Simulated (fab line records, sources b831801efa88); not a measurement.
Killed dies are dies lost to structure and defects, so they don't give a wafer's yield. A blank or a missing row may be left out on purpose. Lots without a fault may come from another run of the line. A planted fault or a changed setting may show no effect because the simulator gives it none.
Which tool did it? | flow gf180mcu | 14 lots, 42 wafers sampled, at 4 steps of a route of 602

WHAT THE GAUGES READ, wafer by wafer
GF_HV_LDD_OVL_MEAS_32. Usual: HV_LDD_02_OVL 0.6 nm, standard deviation 1.2.
lot  | measured     | on         | HV_LDD_02_OVL (nm) | flag
L697 | day 11 13:47 | overlay-01 | -1.1 -1.1 -1.0     |
L698 | day 11 16:25 | overlay-02 | 0.1 1.5 1.2        |
L699 | day 12 01:13 | overlay-01 | 1.6 -0.2 -0.5      |
L700 | day 12 10:25 | overlay-01 | -0.3 0.2 -1.8      |
L701 | day 12 10:43 | overlay-01 | 0.7 1.5 0.2        |
L704 | day 13 15:57 | overlay-01 | 0.4 0.5 0.7        |
L705 | day 14 04:34 | overlay-01 | 0.8 0.7 0.5        |
L707 | day 14 17:01 | overlay-01 | 0.5 0.0 2.7        |
L709 | day 16 00:28 | overlay-01 | -1.0 0.4 0.1       |
L710 | day 16 04:37 | overlay-02 | 0.4 -1.4 -0.9      |
L711 | day 16 04:59 | overlay-01 | -0.5 -0.7 -0.1     |
L718 | day 18 10:37 | overlay-02 | 1.4 0.0 2.4        |
L719 | day 18 16:15 | overlay-02 | 1.9 2.3 3.1        |
L720 | day 18 22:56 | overlay-02 | 3.1 2.7 4.0        |

GF_HV_LDD_THK_MEAS_55. Usual: HV_LDD_CVD_54_THK 9.96 nm, standard deviation 0.12.
lot  | measured     | on            | HV_LDD_CVD_54_THK (nm) | flag
L697 | day 12 11:35 | film_metro-01 | 10.02 9.98 9.95        |
L698 | day 12 14:32 | film_metro-01 | 9.71 9.93 9.75         |
L699 | day 12 22:19 | film_metro-04 | 9.85 9.94 9.78         |
L700 | day 13 09:35 | film_metro-01 | 10.03 10.19 10.08      |
L701 | day 13 10:21 | film_metro-04 | 10.09 10.08 10.05      |
L704 | day 14 15:11 | film_metro-02 | 10.10 10.08 10.08      |
L705 | day 15 03:23 | film_metro-02 | 9.73 9.90 9.76         |
L707 | day 15 17:23 | film_metro-01 | 10.05 9.91 9.96        |
L709 | day 17 01:26 | film_metro-02 | 10.01 10.18 10.11      |
L710 | day 17 05:46 | film_metro-01 | 9.77 9.91 10.00        |
L711 | day 17 06:05 | film_metro-02 | 9.96 10.05 9.93        |
L718 | day 19 12:16 | film_metro-02 | 9.70 9.86 9.87         |
L719 | day 19 18:16 | film_metro-04 | 9.98 10.04 9.93        |
L720 | day 20 00:05 | film_metro-04 | 10.01 9.93 9.99        |

WHICH TOOL RAN EACH LOT (tool, then ch and the chambers of the sampled wafers, then the start)
lot  | GF_POLY_GATE_ETCH_12               | GF_HV_LDD_IMPLANT_33
L697 | rie_diel-01 ch 1,2, day 9 04:08    | implanter-02 ch 0, day 11 13:51
L698 | rie_diel-04 ch 0,1,3, day 9 09:13  | implanter-04 ch 0, day 11 16:28
L699 | rie_diel-04 ch 1,2, day 9 16:47    | implanter-04 ch 0, day 12 01:15
L700 | rie_diel-01 ch 0,2, day 10 01:03   | implanter-01 ch 0, day 12 10:29
L701 | rie_diel-04 ch 0,2,3, day 10 02:13 | implanter-02 ch 0, day 12 10:45
L704 | rie_diel-02 ch 1,2,3, day 11 03:45 | implanter-02 ch 0, day 13 16:00
L705 | rie_diel-04 ch 0,1,3, day 11 14:47 | implanter-01 ch 0, day 14 04:38
L707 | rie_diel-02 ch 0,1,3, day 12 02:56 | implanter-02 ch 0, day 14 17:04
L709 | rie_diel-01 ch 0,1, day 13 06:25   | implanter-04 ch 0, day 16 00:30
L710 | rie_diel-04 ch 1,2,3, day 13 07:46 | implanter-01 ch 0, day 16 04:39
L711 | rie_diel-04 ch 1,2,3, day 13 09:30 | implanter-04 ch 0, day 16 05:01
L718 | rie_diel-01 ch 1,3, day 15 10:46   | implanter-01 ch 0, day 18 10:39
L719 | rie_diel-02 ch 0,1,3, day 15 17:36 | implanter-04 ch 0, day 18 16:19
L720 | rie_diel-01 ch 0,1,3, day 15 23:33 | implanter-02 ch 0, day 18 23:00
- GF_POLY_GATE_ETCH_12: etches BARC in N2/H2.
- GF_HV_LDD_IMPLANT_33

WHAT THE TOOLS THEMSELVES READ (means of the sampled wafers that have a number; where no wafer has one, the mark that the record gives instead)
GF_POLY_GATE_ETCH_12. Usual: drypump_motor_current_A 5.6 A, standard deviation 0.34; oes_product_au 0.735 a.u., standard deviation 0.0051; throttle_valve_pct 13.214 %, standard deviation 0.0091.
lot  | tool        | drypump_motor_current_A (A) | oes_product_au (a.u.) | throttle_valve_pct (%) | flag
L697 | rie_diel-01 | 5.7                         | 0.734                 | 13.213                 |
L698 | rie_diel-04 | 5.8                         | 0.731                 | 13.210                 |
L699 | rie_diel-04 | 5.7                         | 0.733                 | 13.212                 |
L700 | rie_diel-01 | 5.5                         | 0.732                 | 13.208                 |
L701 | rie_diel-04 | 5.6                         | 0.735                 | 13.209                 |
L704 | rie_diel-02 | 5.7                         | 0.733                 | 13.215                 |
L705 | rie_diel-04 | 5.8                         | 0.740                 | 13.214                 |
L707 | rie_diel-02 | 5.9                         | 0.736                 | 13.213                 |
L709 | rie_diel-01 | 5.0                         | 0.736                 | 13.218                 |
L710 | rie_diel-04 | 5.7                         | 0.733                 | 13.226                 |
L711 | rie_diel-04 | 5.7                         | 0.736                 | 13.212                 |
L718 | rie_diel-01 | 5.5                         | 0.741                 | 13.212                 |
L719 | rie_diel-02 | 5.8                         | 0.737                 | 13.208                 |
L720 | rie_diel-01 | 5.3                         | 0.739                 | 13.199                 |

GF_HV_LDD_IMPLANT_33. Usual: rotation_deg -0.002 degrees, standard deviation 0.02.
lot  | tool         | rotation_deg (degrees) | flag
L697 | implanter-02 | -0.008                 |
L698 | implanter-04 | -0.019                 |
L699 | implanter-04 | 0.007                  |
L700 | implanter-01 | -0.014                 |
L701 | implanter-02 | -0.026                 |
L704 | implanter-02 | -0.045                 |
L705 | implanter-01 | -0.013                 |
L707 | implanter-02 | -0.010                 |
L709 | implanter-04 | -94.761                | OFF
L710 | implanter-01 | 0.013                  |
L711 | implanter-04 | -94.796                | OFF
L718 | implanter-01 | -0.009                 |
L719 | implanter-04 | 0.018                  |
L720 | implanter-02 | -0.013                 |

THE ANSWER, worked out from the rows above alone
Rule: a lot is off if the mean of its wafers that have a number lies more than 3 standard deviations from the usual mean. A lot without any number at a reading at which 4 lots or more have one is off too. The other lots that the step has rows for count as sound. The gauges are gone through in route order, then the tools' own readings, and for those a lot's mean is taken as printed above. The first step at which some lot is off is used, and at that step the reading that is off furthest; a lot without a number counts as furthest.
Off: L709, L711, at GF_HV_LDD_IMPLANT_33 (rotation_deg).
A tool fits if, at that step or a process step before it, it ran every lot that is off, and no sound lot after the first of them. None of those tried fits.

WHAT THE SIMULATOR HAD PUT IN
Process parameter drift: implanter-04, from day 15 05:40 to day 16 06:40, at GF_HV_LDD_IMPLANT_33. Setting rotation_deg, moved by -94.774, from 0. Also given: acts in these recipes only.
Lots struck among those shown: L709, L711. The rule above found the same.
